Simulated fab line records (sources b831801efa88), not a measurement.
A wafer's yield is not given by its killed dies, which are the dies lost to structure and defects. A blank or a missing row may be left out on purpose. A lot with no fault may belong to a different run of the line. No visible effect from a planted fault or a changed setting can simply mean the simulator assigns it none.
A lot that was struck, set against a sound lot / flow sky130 / 18 steps out of a route of 708
Sound: the wafers L347.1, L347.2, L347.3. The struck wafers were L359.2, L359.3, L359.4. The cause is named last.
Each step with rows lists, per side, the tool, then ch with its chambers, then its first start. Under that, the readings that differ: sound wafers / struck wafers / difference of the means / sigmas: that difference in standard deviations of wafers without a fault.
alike: readings whose means differ by less than 2 such deviations, and words and numbers that are the same on both sides. not compared: withheld readings, readings that some wafer has no value for, bounds like >300 that may hide the same value, and numbers for which the record gives no deviation and whose values overlap.
The two part at a step that has a row with sigmas, a row that says differs or no value, or rows on one side only. Numbers that don't overlap but have no deviation are shown without sigmas and don't part them. A reading that every wafer of one side lacks parts them only if that side has two wafers or more.

first, 3 steps without rows for these wafers: SKY_VT_ADJUST_HVTR_EXPOSE_04 (exposes mask HVTRM, target cd 380 nm); SKY_VT_ADJUST_HVTR_PEB_05; SKY_VT_ADJUST_HVTR_DEVELOP_06 (develop time 60 s).
SKY_VT_ADJUST_HVTR_CD_MEAS_07 targets a cd of 380 nm.
  sound on cd-sem-01, day 10 10:17; struck on cd-sem-02, day 14 01:28
  alike: cd-nm
SKY_VT_ADJUST_HVTR_OVL_MEAS_08:
  sound on overlay-01, day 10 10:24; struck on overlay-02, day 14 01:34
  alike: VT_ADJUST_HVTR_OVL
after that, 1 step had no rows for these wafers: SKY_VT_ADJUST_HVTR_IMPLANT_09.
SKY_VT_ADJUST_HVTR_STRIP_10: strips in O2/N2.
  sound on plasma-asher-01 ch 0,1, day 10 10:35; struck on plasma-asher-04 ch 0,1, day 14 01:45
  alike: drypump-motor-current-A, oes-product-au, strip-time-to-endpoint-s
  not compared: rf-hours-counter-h
SKY_VT_ADJUST_HVTR_TW_MEAS_11:
  sound on film-metro-04, day 10 10:50; struck on film-metro-02, day 14 01:52
  alike: VT_ADJUST_HVTR_TW
then, 4 steps without rows for these wafers: SKY_VT_ADJUST_PCH_DEHYDRATE_00 (time 60 s); SKY_VT_ADJUST_PCH_HMDS_01 (prime time 60 s); SKY_VT_ADJUST_PCH_COAT_02 (resist thk 3000 nm); SKY_VT_ADJUST_PCH_SOFTBAKE_03.
SKY_VT_ADJUST_PCH_EXPOSE_04: exposes mask NWM, target cd 840 nm.
  sound on iline-stepper-01 ch 0, day 10 22:04; struck on iline-stepper-01 ch 0, day 14 15:05
reading=model.VT_ADJUST_PCH.overlay-x-nm (nm); sound=0.5999 0.5999 0.5999; struck=66.16 66.16 66.16; difference=+65.56; sigmas=
  alike: mask
then, 2 steps without rows for these wafers: SKY_VT_ADJUST_PCH_PEB_05; SKY_VT_ADJUST_PCH_DEVELOP_06 (develop time 60 s).
SKY_VT_ADJUST_PCH_OVL_MEAS_07:
  sound on overlay-02, day 11 09:09; struck on overlay-02, day 15 04:54
reading=VT_ADJUST_PCH_OVL (nm); sound=2.5 1.5 2.0; struck=66.1 66.6 68.1; difference=+64.9; sigmas=+46
after that, 1 step had no rows for these wafers: SKY_VT_ADJUST_PCH_IMPLANT_08.
-- here the record skips 34 days between the struck wafers' starts before and after, leaving off in module VT_ADJUST_PCH and picking up in module PAD_OPEN (first step shown: number 708 of the route) --
SKY_PAD_OPEN_PROBE_99:
  only the struck wafers here have rows in the record (prober-01, day 49 06:41); the sound ones have none

WHERE THEY PART
Earliest at SKY_VT_ADJUST_PCH_OVL_MEAS_07; latest, in this record, at SKY_PAD_OPEN_PROBE_99.

WHY: the cause the simulator had injected
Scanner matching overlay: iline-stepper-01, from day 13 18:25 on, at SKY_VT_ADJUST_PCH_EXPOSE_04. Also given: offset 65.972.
